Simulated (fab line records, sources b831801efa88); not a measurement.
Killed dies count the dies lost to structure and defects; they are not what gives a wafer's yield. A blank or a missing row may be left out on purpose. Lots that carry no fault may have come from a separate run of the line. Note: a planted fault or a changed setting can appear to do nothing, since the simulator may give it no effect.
fab line records + flow sky130
record:
- lots: 6
- wafers: 18
- last_day: 50
route steps=708 shown LDD_N@247 LDD_P@255
lots that met no fault: from a run of the same line without faults
start_h: the number of hours between the record's first day and the start of the first shown wafer of the lot + wait_h: hours elapsed since this lot's preceding step + " unchanged from the row above + L1.1+2: one row covering several wafers at once + - value missing, or start not given + * or withheld: withheld + < > ~ a bound
route shown NAME@n: names a module that has steps shown in the file, with the first one's number in the route + usual: mean/standard deviation taken from wafers without a fault + same: alike in all rows + chamber/n: place in a boat + sites: each site's reading + _std_site: standard deviation of those values + _edge_site: inner sites' mean taken away from outer sites' mean + radius_mm: for every site, how far away it sits from the centre of the wafer + mask NAME#n: copy n + behind: the tool/chamber that last shaped the wafer + hold: the reason the lot was held/the length of the hold in hours/how it ended + device: names the non-switching transistor (n, p or np) + end of line: the route-end tests of the same wafers + a step without rows: its recipe alone + killed: not the wafer's yield, but the dies lost to structure and defects at the first sort + map: dies across one wafer; x = killed, . = not, _ = none there
set.NAME: the setting that was run; set.NAME@STEP: the one run at that earlier step + model.NAME: the simulator's own value behind a step, which no gauge read
lots at selected steps of the route; one table per step, one row per wafer
services: when a tool's chamber went out of use (start_h, in hours from the record's first day, below 0 if earlier), for how many hours, and the reason
== steps ==
step: SKY_LDD_N_IMPLANT_10
recipe:
- species: As
- energy_kev: 20
- dose_cm2: 7.5e+13
- tilt_deg: withheld
- rotation_deg: 203
step: SKY_LDD_N_IMPLANT_11
recipe:
- species: As
- energy_kev: 20
- dose_cm2: 7.5e+13
- tilt_deg: withheld
- rotation_deg: 293
step: SKY_LDD_N_IMPLANT_12
recipe:
- species: BF2
- energy_kev: 50
- dose_cm2: 5e+12
- tilt_deg: 30
- rotation_deg: 0
step: SKY_LDD_N_IMPLANT_13
recipe:
- species: BF2
- energy_kev: 50
- dose_cm2: 5e+12
- tilt_deg: 30
- rotation_deg: 90
step: SKY_LDD_N_IMPLANT_14
recipe:
- species: BF2
- energy_kev: 50
- dose_cm2: 5e+12
- tilt_deg: 30
- rotation_deg: 180
step: SKY_LDD_N_IMPLANT_15
recipe:
- species: BF2
- energy_kev: 50
- dose_cm2: 5e+12
- tilt_deg: 30
- rotation_deg: 270
step: SKY_LDD_N_STRIP_16
recipe:
- chemistry: O2/N2
- power_w: 1400
- pressure_mtorr: 1500
- platen_temp_c: withheld
- o2_flow_sccm: 3000
- n2_flow_sccm: 300
- overash_fraction: 0.5
usual:
- chamber_pressure_mTorr: 1500.3/1.4
- drypump_motor_current_A: 5.77/0.22
- oes_product_au: 0.407/0.0041
- strip_time_to_endpoint_s: 4.319/0.017
| lot.wafer | tool            | chamber | start_h | wait_h | chamber_pressure_mTorr | drypump_motor_current_A | oes_product_au | rf_hours_counter_h | strip_time_to_endpoint_s |
|-----------|-----------------|---------|---------|--------|------------------------|-------------------------|----------------|--------------------|--------------------------|
| L738.1    | plasma_asher-03 | 0       | 406.56  | 0.1    | 1500.4                 | 5.94                    | 0.405          | 57                 | 4.327                    |
| L738.3    | "               | 1       | "       | "      | 1499.2                 | 5.92                    | 0.404          | -                  | 4.345                    |
| L738.4    | "               | 0       | "       | "      | 1502.7                 | 5.95                    | 0.409          | -                  | 4.376                    |
| L746.2    | plasma_asher-01 | 1       | 471.96  | 0.1    | 1501.5                 | 6.01                    | 0.406          | 4                  | 4.326                    |
| L746.5    | "               | 1       | "       | "      | 1500.3                 | 6.06                    | 0.408          | -                  | 4.328                    |
| L746.6    | "               | 0       | "       | "      | 1498.4                 | 5.55                    | 0.398          | -                  | 4.297                    |
| L749.3    | plasma_asher-03 | 1       | 497.58  | 0.1    | 1500.1                 | 5.90                    | 0.407          | -                  | 4.305                    |
| L749.4    | "               | 0       | "       | "      | 1500.9                 | 5.93                    | 0.411          | -                  | 4.302                    |
| L749.5    | "               | 1       | "       | "      | 1501.7                 | 5.90                    | 0.405          | -                  | 4.327                    |
| L750.2    | plasma_asher-03 | 0       | 511.36  | 0.1    | 1499.7                 | 5.97                    | 0.404          | 68                 | 4.333                    |
| L750.3    | "               | 0       | "       | "      | 1501.1                 | 5.95                    | 0.406          | -                  | 4.337                    |
| L750.6    | "               | 0       | "       | "      | 1502.4                 | 5.98                    | 0.404          | -                  | 4.329                    |
| L752.3    | plasma_asher-03 | 0       | 525.58  | 0.1    | 1501.0                 | 5.95                    | 0.412          | -                  | 4.355                    |
| L752.4    | "               | 1       | "       | "      | 1500.4                 | 5.89                    | 0.405          | -                  | 4.331                    |
| L752.6    | "               | 0       | "       | "      | 1498.4                 | 5.95                    | 0.408          | -                  | 4.353                    |
| L760.1    | plasma_asher-03 | 1       | 594.53  | 0.1    | 1500.0                 | 5.90                    | 0.409          | 77                 | 4.343                    |
| L760.3    | "               | 1       | "       | "      | 1499.2                 | 5.86                    | 0.403          | -                  | 4.311                    |
| L760.6    | "               | 1       | "       | "      | 1498.6                 | 5.93                    | 0.402          | -                  | 4.316                    |
step: SKY_LDD_N_TW_MEAS_17
usual:
- LDD_N_TW: 2583/24
| lot.wafer | tool          | chamber | start_h | wait_h | LDD_N_TW |
|-----------|---------------|---------|---------|--------|----------|
| L738.1    | film_metro-02 | -       | 406.66  | 0.1    | 2578     |
| L738.3    | "             | -       | "       | "      | 2563     |
| L738.4    | "             | -       | "       | "      | 2578     |
| L746.2    | film_metro-01 | -       | 472.07  | 0.1    | 2575     |
| L746.5    | "             | -       | "       | "      | 2555     |
| L746.6    | "             | -       | "       | "      | 2562     |
| L749.3    | film_metro-02 | -       | 497.67  | 0.1    | 2624     |
| L749.4    | "             | -       | "       | "      | 2638     |
| L749.5    | "             | -       | "       | "      | 2620     |
| L750.2    | film_metro-01 | -       | 511.47  | 0.1    | 2571     |
| L750.3    | "             | -       | "       | "      | 2565     |
| L750.6    | "             | -       | "       | "      | 2558     |
| L752.3    | film_metro-01 | -       | 525.67  | 0.1    | 2564     |
| L752.4    | "             | -       | "       | "      | 2570     |
| L752.6    | "             | -       | "       | "      | 2560     |
| L760.1    | film_metro-03 | -       | 594.63  | 0.1    | 2564     |
| L760.3    | "             | -       | "       | "      | 2567     |
| L760.6    | "             | -       | "       | "      | 2586     |
step: SKY_LDD_P_DEHYDRATE_00
recipe:
- temp_c: 200
- time_s: 60
step: SKY_LDD_P_HMDS_01
recipe:
- prime_time_s: 60
- prime_temp_c: 120
step: SKY_LDD_P_COAT_02
recipe:
- resist: NOVOLAK
- spin_rpm: 3000
- resist_thk_nm: 1140
step: SKY_LDD_P_SOFTBAKE_03
recipe:
- temp_c: 90
- time_s: 60
- resist: NOVOLAK
step: SKY_LDD_P_EXPOSE_04
recipe:
- mask_id: PSDM
- na: 0.6
- source_shape: conventional
- sigma_outer: 0.6
- polarization: unpolarized
- target_cd_nm: 380
- dose_mj: 138
usual:
- exposure_dose_mJ_cm2: 138.1/0.33
- focus_offset_nm: 0.1/0.49
| lot.wafer | tool             | chamber | start_h | wait_h | mask   | exposure_dose_mJ_cm2 | focus_offset_nm |
|-----------|------------------|---------|---------|--------|--------|----------------------|-----------------|
| L738.1    | iline_stepper-01 | 0       | 421.21  | -      | PSDM#0 | 137.8                | 0.3             |
| L738.3    | "                | 0       | "       | "      | PSDM#0 | 138.2                | -0.5            |
| L738.4    | "                | 0       | "       | "      | PSDM#0 | 138.1                | 0.5             |
| L746.2    | iline_stepper-02 | 0       | 487.45  | -      | PSDM#0 | 138.6                | 0.3             |
| L746.5    | "                | 0       | "       | "      | PSDM#0 | 138.9                | 0.5             |
| L746.6    | "                | 0       | "       | "      | PSDM#0 | 138.8                | 0.0             |
| L749.3    | iline_stepper-01 | -       | 512.35  | -      | PSDM#0 | -                    | -               |
| L749.4    | "                | -       | "       | "      | PSDM#0 | -                    | -               |
| L749.5    | "                | -       | "       | "      | PSDM#0 | -                    | -               |
| L750.2    | iline_stepper-01 | -       | 526.57  | -      | PSDM#0 | -                    | -               |
| L750.3    | "                | -       | "       | "      | PSDM#0 | -                    | -               |
| L750.6    | "                | -       | "       | "      | PSDM#0 | -                    | -               |
| L752.3    | iline_stepper-02 | 0       | 540.78  | -      | PSDM#0 | 138.7                | 0.3             |
| L752.4    | "                | 0       | "       | "      | PSDM#0 | 138.8                | 0.2             |
| L752.6    | "                | 0       | "       | "      | PSDM#0 | 138.8                | 1.0             |
| L760.1    | iline_stepper-01 | 0       | 609.06  | -      | PSDM#0 | 138.0                | 0.6             |
| L760.3    | "                | 0       | "       | "      | PSDM#0 | 137.9                | -0.8            |
| L760.6    | "                | 0       | "       | "      | PSDM#0 | 137.9                | -0.2            |
step: SKY_LDD_P_PEB_05
recipe:
- temp_c: withheld
- time_s: *
- resist: NOVOLAK
== services ==
| tool             | chamber | start_h | hours | kind        |
|------------------|---------|---------|-------|-------------|
| iline_stepper-02 | -       | 411.01  | 18.0  | repair      |
| iline_stepper-02 | 0       | 415.16  | -     | calibration |
| plasma_asher-01  | -       | 421.25  | 9.0   | pm          |
| plasma_asher-01  | 0       | 421.25  | 9.0   | vent_cycle  |
| plasma_asher-01  | 1       | 421.25  | 9.0   | vent_cycle  |
| plasma_asher-01  | 0       | 430.25  | -     | clean       |
| plasma_asher-01  | 1       | 430.25  | -     | clean       |
| plasma_asher-01  | -       | 488.52  | 6.4   | repair      |
| iline_stepper-01 | -       | 492.48  | 1.7   | pm          |
| iline_stepper-01 | -       | 494.14  | 4.4   | pm          |
| plasma_asher-01  | -       | 494.95  | 28.1  | pm          |
| iline_stepper-02 | -       | 506.32  | 4.4   | pm          |
| iline_stepper-01 | 0       | 523.99  | -     | calibration |
| iline_stepper-01 | -       | 559.68  | 28.9  | pm          |
| iline_stepper-02 | -       | 591.16  | 1.7   | pm          |
== key ==
first_sign:
- step: SKY_LDD_P_EXPOSE_04
- reading: tool_record
- direction: missing
effect none on later readings
met_at SKY_LDD_P_EXPOSE_04
struck_wafers L749.3,L749.4,L749.5,L750.2,L750.3,L750.6
sort_left_out L749.3,L749.4,L749.5,L750.2,L750.3,L750.6
tester_left_out L749,L750
onset_between 421.21 512.35
fault:
- kind: skipped_step_whole
- tool: iline_stepper-01
- chamber: -
- onset_h: 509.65
- steps: SKY_LDD_P_EXPOSE_04
- scope: struck_lots_only
tester_left_out: of these lots the tester's yield and bins aren't shown, on N5 and GAA mostly nor the transistor test; their killed dies are dies lost to structure and defects alone, not to doping, threshold or leakage, so they don't give the yield
sort_left_out: the simulated sort isn't trusted on such a fault, so these wafers' sort isn't shown, and their yield isn't known
